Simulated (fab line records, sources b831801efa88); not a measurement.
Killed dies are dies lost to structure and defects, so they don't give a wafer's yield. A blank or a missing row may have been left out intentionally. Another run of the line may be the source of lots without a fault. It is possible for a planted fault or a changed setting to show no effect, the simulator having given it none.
fab line records ; flow gf180mcu
[record] lots = 12; wafers = 36; last-day = 34
route steps=602 shown STI@26 MVSD@74 CONTACT@305
lots that met no fault: from a run of the same line without faults
start-h: hours from the record's opening day to when the first of the lot's shown wafers began ; wait-h: time in hours since the lot's previous step ; " unchanged from the row above ; L1.1+2: a single row standing in for several wafers ; - value missing, or start not given ; * or withheld: withheld ; < > ~ a bound
route shown NAME@n: NAME is a module with steps in the file, n the number in the route of the first one ; usual: mean and standard deviation over wafers with no fault ; same: alike in all rows ; chamber/n: place in a boat ; sites: each site's reading ; _std_site: their standard deviation ; _edge_site: outer sites' mean less inner sites' ; radius-mm: for every site, how far away it sits from the centre of the wafer ; mask NAME#n: copy n ; behind: the tool/chamber that last shaped the wafer ; hold: what put the lot on hold/how long, in hours/how the hold closed ; device: names the non-switching transistor (n, p or np) ; end of line: the route-end tests of the same wafers ; a step given without rows: its recipe and nothing more ; killed: the dies lost at the first sort to structure and to defects; this is not the yield of the wafer ; map: per-die view of a wafer (x killed, . not killed, _ where there is no die)
set.NAME: the setting the step ran with; set.NAME@STEP: the setting that earlier step ran with ; model.NAME: the simulator's own value behind a step, which no gauge read
the route's steps for a sample of lots (tables are steps, rows are wafers)
services: the hour from which a tool's chamber was out of use, counted from the record's first day as start-h (under 0 if before that day), plus the number of hours and why
[[steps]]
[step GF_STI_CMP_25]
[recipe] stop-on = Si3N4; t-overpolish-s = 33; down-force-psi = 4; platen-rpm = 60; target-thk-nm = 524.6; pad-velocity-m-s = 0.94248
[usual] head-pressure-psi = 3.999/0.0084; motor-current-A = 11.9/0.77; overpolish-run-s = 33.001/0.0087; time-to-endpoint-s = 124/4.4
lot.wafer;tool;chamber;start-h;wait-h;head-pressure-psi;motor-current-A;overpolish-run-s;time-to-endpoint-s
L516.2;cmp-02;1;33.97;0.0;3.990;12.3;33.001;123
L516.4;cmp-02;2;33.97;0.0;4.004;11.2;33.005;124
L516.1;cmp-02;3;33.97;0.0;3.995;12.1;33.007;122
L517.4;cmp-01;3;37.67;0.1;3.998;11.7;33.001;129
L517.1;cmp-01;0;37.67;0.1;3.998;11.3;32.992;123
L517.3;cmp-01;1;37.67;0.1;3.994;13.3;33.009;132
L524.2;cmp-01;3;75.57;0.1;3.982;11.6;32.984;116
L524.4;cmp-01;0;75.57;0.1;3.992;11.1;32.999;116
L524.6;cmp-01;1;75.57;0.1;3.996;12.4;33.010;123
L526.4;cmp-02;2;84.29;0.0;4.003;11.5;33.001;122
L526.5;cmp-02;2;84.29;0.0;3.998;11.4;32.991;119
L526.6;cmp-02;3;84.29;0.0;4.016;11.8;33.001;127
L527.2;cmp-01;2;90.16;0.1;4.000;11.5;33.008;121
L527.5;cmp-01;1;90.16;0.1;4.008;13.9;33.001;123
L527.6;cmp-01;2;90.16;0.1;3.995;10.2;33.003;123
L529.4;cmp-01;1;100.83;0.1;4.001;12.7;33.001;126
L529.1;cmp-01;2;100.83;0.1;4.008;11.0;32.989;120
L529.6;cmp-01;1;100.83;0.1;4.003;13.1;33.009;121
L530.4;cmp-02;0;106.22;0.1;3.990;13.7;33.003;124
L530.1;cmp-02;1;106.22;0.1;4.005;12.4;33.001;123
L530.2;cmp-02;2;106.22;0.1;3.995;11.5;32.993;125
L533.1;cmp-01;3;121.83;0.1;4.003;12.2;33.006;122
L533.6;cmp-01;3;121.83;0.1;4.000;11.3;33.000;128
L533.5;cmp-01;0;121.83;0.1;3.996;11.4;32.987;125
L534.2;cmp-01;2;127.29;0.0;3.990;11.0;33.015;121
L534.3;cmp-01;0;127.29;0.0;4.006;11.8;32.998;126
L534.5;cmp-01;2;127.29;0.0;3.986;11.2;33.002;127
L535.3;cmp-02;3;131.11;0.1;4.006;12.2;33.000;124
L535.4;cmp-02;0;131.11;0.1;3.985;13.4;33.002;128
L535.5;cmp-02;3;131.11;0.1;4.000;11.5;33.009;118
L536.2;cmp-02;1;136.19;0.0;3.980;13.2;33.009;120
L536.4;cmp-02;3;136.19;0.0;3.995;12.0;32.980;126
L536.1;cmp-02;0;136.19;0.0;4.008;12.8;33.009;130
L537.2;cmp-02;3;143.93;0.1;4.012;12.1;32.992;128
L537.1;cmp-02;0;143.93;0.1;4.004;13.3;32.991;135
L537.6;cmp-02;2;143.93;0.1;4.007;11.9;33.018;125
[step GF_MVSD_IMPLANT_08]
[recipe] species = P; energy-kev = 400; dose-cm2 = 1.6e+13; tilt-deg = 0
[usual] beam-energy-keV = 399.98/0.11; dose-ions-cm2 = 1.5997e+13/1.7e+10; faraday-current-uA = 90.3/2
lot.wafer;tool;chamber;start-h;wait-h;beam-energy-keV;dose-ions-cm2;faraday-current-uA
L516.1;implanter-04;0;88.69;0.0;399.92;1.6002e+13;90.3
L516.2;implanter-04;0;88.69;0.0;400.02;1.5984e+13;90.7
L516.4;implanter-04;0;88.69;0.0;399.88;1.6003e+13;91.1
L517.1;implanter-03;0;94.04;0.0;400.19;1.5994e+13;92.0
L517.3;implanter-03;0;94.04;0.0;400.19;1.6013e+13;90.6
L517.4;implanter-03;0;94.04;0.0;400.14;1.6018e+13;88.4
L524.2;implanter-03;0;135.55;0.0;400.04;1.6022e+13;91.8
L524.4;implanter-03;0;135.55;0.0;400.06;1.5992e+13;91.2
L524.6;implanter-03;0;135.55;0.0;400.02;1.6004e+13;88.1
L526.4;implanter-01;0;147.69;0.1;399.81;1.6009e+13;94.0
L526.5;implanter-01;0;147.69;0.1;400.00;1.6009e+13;87.5
L526.6;implanter-01;0;147.69;0.1;399.75;1.601e+13;90.2
L527.2;implanter-01;0;150.17;0.0;400.00;2.3276e+13;127.0
L527.5;implanter-01;0;150.17;0.0;400.11;2.3309e+13;129.3
L527.6;implanter-01;0;150.17;0.0;400.01;2.3273e+13;131.6
L529.1;implanter-01;0;163.62;0.0;399.95;2.3288e+13;131.0
L529.4;implanter-01;0;163.62;0.0;400.02;2.3281e+13;136.0
L529.6;implanter-01;0;163.62;0.0;400.01;2.3264e+13;129.3
L530.1;implanter-04;0;169.99;0.0;399.95;1.5999e+13;90.9
L530.2;implanter-04;0;169.99;0.0;400.04;1.6014e+13;93.8
L530.4;implanter-04;0;169.99;0.0;399.97;1.5973e+13;86.3
L533.1;implanter-04;0;190.07;0.0;399.91;1.6001e+13;90.6
L533.5;implanter-04;0;190.07;0.0;400.00;1.6004e+13;92.0
L533.6;implanter-04;0;190.07;0.0;400.00;1.6011e+13;89.6
L534.2;implanter-03;0;193.19;0.0;399.90;1.5988e+13;90.5
L534.3;implanter-03;0;193.19;0.0;400.09;1.5989e+13;90.6
L534.5;implanter-03;0;193.19;0.0;399.79;1.5957e+13;90.2
L535.3;implanter-04;0;198.42;0.1;399.96;1.5987e+13;91.0
L535.4;implanter-04;0;198.42;0.1;399.92;1.5992e+13;88.4
L535.5;implanter-04;0;198.42;0.1;399.94;1.5997e+13;89.9
L536.1;implanter-03;0;201.82;0.0;400.23;1.5996e+13;88.6
L536.2;implanter-03;0;201.82;0.0;400.16;1.6017e+13;89.4
L536.4;implanter-03;0;201.82;0.0;400.17;1.5994e+13;89.9
L537.1;implanter-04;0;213.57;0.0;399.97;1.599e+13;89.7
L537.2;implanter-04;0;213.57;0.0;400.08;1.5999e+13;89.6
L537.6;implanter-04;0;213.57;0.0;400.02;1.5984e+13;92.3
[step GF_MVSD_TW_MEAS_11]
[usual] MVSD_TW = 1589/7.9
lot.wafer;tool;chamber;start-h;wait-h;MVSD_TW
L516.1;film-metro-04;-;89.09;0.1;1586
L516.2;film-metro-04;-;89.09;0.1;1586
L516.4;film-metro-04;-;89.09;0.1;1574
L517.1;film-metro-04;-;94.44;0.1;1574
L517.3;film-metro-04;-;94.44;0.1;1580
L517.4;film-metro-04;-;94.44;0.1;1572
L524.2;film-metro-04;-;135.93;0.1;1595
L524.4;film-metro-04;-;135.93;0.1;1606
L524.6;film-metro-04;-;135.93;0.1;1599
L526.4;film-metro-01;-;148.05;0.1;1596
L526.5;film-metro-01;-;148.05;0.1;1587
L526.6;film-metro-01;-;148.05;0.1;1594
L527.2;film-metro-01;-;150.55;0.1;1766
L527.5;film-metro-01;-;150.55;0.1;1769
L527.6;film-metro-01;-;150.55;0.1;1772
L529.1;film-metro-01;-;164.02;0.1;1766
L529.4;film-metro-01;-;164.02;0.1;1765
L529.6;film-metro-01;-;164.02;0.1;1764
L530.1;film-metro-04;-;170.39;0.1;1586
L530.2;film-metro-04;-;170.39;0.1;1603
L530.4;film-metro-04;-;170.39;0.1;1596
L533.1;film-metro-04;-;190.47;0.1;1591
L533.5;film-metro-04;-;190.47;0.1;1578
L533.6;film-metro-04;-;190.47;0.1;1588
L534.2;film-metro-03;-;193.58;0.1;1580
L534.3;film-metro-03;-;193.58;0.1;1580
L534.5;film-metro-03;-;193.58;0.1;1584
L535.3;film-metro-01;-;198.79;0.1;1589
L535.4;film-metro-01;-;198.79;0.1;1589
L535.5;film-metro-01;-;198.79;0.1;1588
L536.1;film-metro-03;-;202.22;0.1;1597
L536.2;film-metro-03;-;202.22;0.1;1583
L536.4;film-metro-03;-;202.22;0.1;1584
L537.1;film-metro-04;-;213.97;0.1;1587
L537.2;film-metro-04;-;213.97;0.1;1584
L537.6;film-metro-04;-;213.97;0.1;1585
[step GF_VT_IMPLANT_RS_MEAS_46]
[recipe] thk-meas-gauge = four-point-probe
[usual] MVSD_RS = 456.7/1.3
lot.wafer;tool;chamber;start-h;wait-h;MVSD_RS[ohm/sq]
L516.1;film-metro-04;-;164.23;0.1;455.0
L516.2;film-metro-04;-;164.23;0.1;456.0
L516.4;film-metro-04;-;164.23;0.1;456.6
L517.1;film-metro-01;-;170.53;0.1;458.2
L517.3;film-metro-01;-;170.53;0.1;459.6
L517.4;film-metro-01;-;170.53;0.1;459.2
L524.2;film-metro-04;-;216.57;0.1;454.3
L524.4;film-metro-04;-;216.57;0.1;455.0
L524.6;film-metro-04;-;216.57;0.1;454.9
L526.4;film-metro-04;-;233.51;0.1;457.1
L526.5;film-metro-04;-;233.51;0.1;457.3
L526.6;film-metro-04;-;233.51;0.1;455.8
L527.2;film-metro-01;-;235.17;0.1;383.3
L527.5;film-metro-01;-;235.17;0.1;382.8
L527.6;film-metro-01;-;235.17;0.1;382.7
L529.1;film-metro-01;-;250.43;0.1;382.2
L529.4;film-metro-01;-;250.43;0.1;381.5
L529.6;film-metro-01;-;250.43;0.1;382.3
L530.1;film-metro-03;-;257.48;0.1;456.0
L530.2;film-metro-03;-;257.48;0.1;455.1
L530.4;film-metro-03;-;257.48;0.1;455.2
L533.1;film-metro-04;-;282.34;0.1;455.7
L533.5;film-metro-04;-;282.34;0.1;457.1
L533.6;film-metro-04;-;282.34;0.1;455.2
L534.2;film-metro-01;-;286.42;0.1;457.3
L534.3;film-metro-01;-;286.42;0.1;458.5
L534.5;film-metro-01;-;286.42;0.1;458.5
L535.3;film-metro-03;-;293.93;0.1;456.2
L535.4;film-metro-03;-;293.93;0.1;456.9
L535.5;film-metro-03;-;293.93;0.1;456.5
L536.1;film-metro-03;-;295.74;0.1;455.3
L536.2;film-metro-03;-;295.74;0.1;455.5
L536.4;film-metro-03;-;295.74;0.1;455.0
L537.1;film-metro-03;-;311.98;0.1;459.0
L537.2;film-metro-03;-;311.98;0.1;458.8
L537.6;film-metro-03;-;311.98;0.1;459.3
[step GF_CONTACT_STRIP_18]
[recipe] chemistry = O2/N2; power-w = 1400; pressure-mtorr = 1500; platen-temp-c = 250; o2-flow-sccm = 3000; n2-flow-sccm = 300; overash-fraction = 0.5
[usual] drypump-motor-current-A = 6.0/0.45; heater-power-w = 310/25; oes-product-au = 0.581/0.005
lot.wafer;tool;chamber;start-h;wait-h;drypump-motor-current-A;heater-power-w;oes-product-au;rf-hours-counter-h
L516.1;plasma-asher-02;0;372.82;-;6.4;319;0.581;57
L516.2;plasma-asher-02;1;372.82;-;6.2;273;0.576;57
L516.4;plasma-asher-02;0;372.82;-;6.4;316;0.587;-
L517.1;plasma-asher-02;1;384.50;-;6.2;268;0.582;58
L517.3;plasma-asher-02;1;384.50;-;6.2;271;0.581;-
L517.4;plasma-asher-02;0;384.50;-;6.4;320;0.580;-
L524.2;plasma-asher-02;0;440.64;-;6.4;322;0.583;64
L524.4;plasma-asher-02;1;440.64;-;6.2;269;0.581;-
L524.6;plasma-asher-02;0;440.64;-;6.4;319;0.589;-
L526.4;plasma-asher-04;0;463.07;-;5.7;325;0.583;-
L526.5;plasma-asher-04;1;463.07;-;5.4;338;0.575;-
L526.6;plasma-asher-04;0;463.07;-;5.7;333;0.581;-
L527.2;plasma-asher-02;1;466.89;-;6.2;275;0.583;67
L527.5;plasma-asher-02;1;466.89;-;6.2;269;0.583;-
L527.6;plasma-asher-02;0;466.89;-;6.4;320;0.578;-
L529.1;plasma-asher-04;0;488.19;-;5.7;327;0.588;88
L529.4;plasma-asher-04;0;488.19;-;5.7;329;0.581;-
L529.6;plasma-asher-04;1;488.19;-;5.5;346;0.589;-
L530.1;plasma-asher-02;1;494.09;-;6.2;279;0.580;69
L530.2;plasma-asher-02;0;494.09;-;6.4;314;0.581;69
L530.4;plasma-asher-02;1;494.09;-;6.2;273;0.584;-
L533.1;plasma-asher-04;0;523.85;-;5.7;333;0.578;92
L533.5;plasma-asher-04;1;523.85;-;5.5;345;0.577;-
L533.6;plasma-asher-04;0;523.85;-;5.7;324;0.590;-
L534.2;plasma-asher-02;1;528.97;-;6.1;265;0.581;73
L534.3;plasma-asher-02;1;528.97;-;6.1;276;0.590;-
L534.5;plasma-asher-02;0;528.97;-;6.4;319;0.577;-
L535.3;plasma-asher-04;1;538.08;-;5.5;355;0.583;-
L535.4;plasma-asher-04;0;538.08;-;5.7;327;0.582;-
L535.5;plasma-asher-04;0;538.08;-;5.7;333;0.587;-
L536.1;plasma-asher-03;1;541.95;-;6.2;318;0.583;11
L536.2;plasma-asher-03;0;541.95;-;5.1;298;0.587;11
L536.4;plasma-asher-03;1;541.95;-;6.2;327;0.585;-
L537.1;plasma-asher-02;0;557.47;-;6.4;321;0.578;76
L537.2;plasma-asher-02;1;557.47;-;6.2;268;0.569;76
L537.6;plasma-asher-02;0;557.47;-;6.4;323;0.576;-
[step GF_CONTACT_SPUTTER_22]
[recipe] material = Ti; target-thk-nm = 15; chamber-pressure-pa = 5; power-w = 2500; substrate-temp-c = 200; time-s = 80.02
[usual] throttle-valve-pct = 29.9/1.4
lot.wafer;tool;chamber;start-h;wait-h;throttle-valve-pct
L516.1;pvd-sputter-03;-;373.54;0.0;30.4
L516.2;pvd-sputter-03;-;373.54;0.0;30.0
L516.4;pvd-sputter-03;-;373.54;0.0;30.5
L517.1;pvd-sputter-01;-;384.79;0.0;32.1
L517.3;pvd-sputter-01;-;384.79;0.0;27.9
L517.4;pvd-sputter-01;-;384.79;0.0;28.3
L524.2;pvd-sputter-03;-;440.95;0.0;30.1
L524.4;pvd-sputter-03;-;440.95;0.0;31.4
L524.6;pvd-sputter-03;-;440.95;0.0;30.2
L526.4;pvd-sputter-03;-;463.43;0.0;31.2
L526.5;pvd-sputter-03;-;463.43;0.0;31.3
L526.6;pvd-sputter-03;-;463.43;0.0;30.0
L527.2;pvd-sputter-04;-;467.38;0.0;30.3
L527.5;pvd-sputter-04;-;467.38;0.0;31.2
L527.6;pvd-sputter-04;-;467.38;0.0;31.0
L529.1;pvd-sputter-01;-;488.60;0.0;28.6
L529.4;pvd-sputter-01;-;488.60;0.0;29.5
L529.6;pvd-sputter-01;-;488.60;0.0;28.0
L530.1;pvd-sputter-01;-;494.39;0.0;27.9
L530.2;pvd-sputter-01;-;494.39;0.0;31.8
L530.4;pvd-sputter-01;-;494.39;0.0;29.3
L533.1;pvd-sputter-03;-;524.16;0.0;30.1
L533.5;pvd-sputter-03;-;524.16;0.0;30.3
L533.6;pvd-sputter-03;-;524.16;0.0;31.5
L534.2;pvd-sputter-01;-;529.28;0.0;28.2
L534.3;pvd-sputter-01;-;529.28;0.0;29.1
L534.5;pvd-sputter-01;-;529.28;0.0;29.4
L535.3;pvd-sputter-03;-;538.36;0.0;30.4
L535.4;pvd-sputter-03;-;538.36;0.0;30.1
L535.5;pvd-sputter-03;-;538.36;0.0;30.5
L536.1;pvd-sputter-01;-;542.26;0.0;31.5
L536.2;pvd-sputter-01;-;542.26;0.0;28.4
L536.4;pvd-sputter-01;-;542.26;0.0;28.0
L537.1;pvd-sputter-03;-;557.78;0.0;29.9
L537.2;pvd-sputter-03;-;557.78;0.0;31.1
L537.6;pvd-sputter-03;-;557.78;0.0;30.2
[[services]]
tool;chamber;start-h;hours;kind
cmp-02;-;35.18;1.2;repair
cmp-02;-;62.91;3.7;pm
cmp-01;-;64.44;4.0;pm
plasma-asher-02;-;93.58;0.4;repair
plasma-asher-02;-;95.53;2.8;repair
cmp-01;-;123.55;0.3;repair
cmp-02;-;230.62;2.7;repair
cmp-02;-;233.28;4.0;pm
cmp-01;-;260.66;0.6;repair
cmp-01;-;281.40;4.7;pm
cmp-01;-;296.29;5.1;pm
cmp-02;-;308.87;0.8;repair
pvd-sputter-03;-;358.02;9.9;repair
cmp-02;-;361.76;0.5;repair
cmp-02;-;367.26;4.6;pm
cmp-01;-;388.86;1.2;repair
cmp-01;-;404.44;4.0;pm
cmp-02;-;404.82;1.9;repair
cmp-02;-;442.73;5.3;repair
cmp-02;-;446.33;1.1;repair
cmp-02;-;489.92;1.1;repair
cmp-01;-;502.23;0.8;repair
cmp-02;-;517.84;1.6;repair
cmp-02;-;527.60;1.7;repair
[[key]]
[first-sign] step = GF_MVSD_IMPLANT_08; reading = dose-ions-cm2; direction = up; sigmas = 99+; usual = 1.5997e+13; struck = 2.3282e+13
[effect] step = GF_MVSD_IMPLANT_08; reading = faraday-current-uA; direction = up; sigmas = 20; usual = 90.3; struck = 130.7
[effect] step = GF_MVSD_TW_MEAS_11; reading = MVSD_TW; direction = up; sigmas = 23; usual = 1589; struck = 1767
[effect] step = GF_VT_IMPLANT_RS_MEAS_46; reading = MVSD_RS; direction = down; sigmas = 58; usual = 456.7; struck = 382.5
met-at GF_MVSD_IMPLANT_08
struck-lots L527,L529
tester-left-out L527,L529
not-acting-at GF_STI_CMP_25,GF_CONTACT_STRIP_18,GF_CONTACT_SPUTTER_22
onset-between 147.69 150.17
[fault] kind = process-parameter-drift; tool = implanter-01; chamber = -; onset-h = 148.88; steps = GF_MVSD_IMPLANT_08; channel = dose-cm2; offset = 7.2813e+12; shape = step; end-h = 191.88; acts-in = these-recipes-only; stated = 1.6e+13
// tester-left-out: of these lots the tester's yield and bins aren't shown, on N5 and GAA mostly nor the transistor test; their killed dies are dies lost to structure and defects alone, not to doping, threshold or leakage, so they don't give the yield
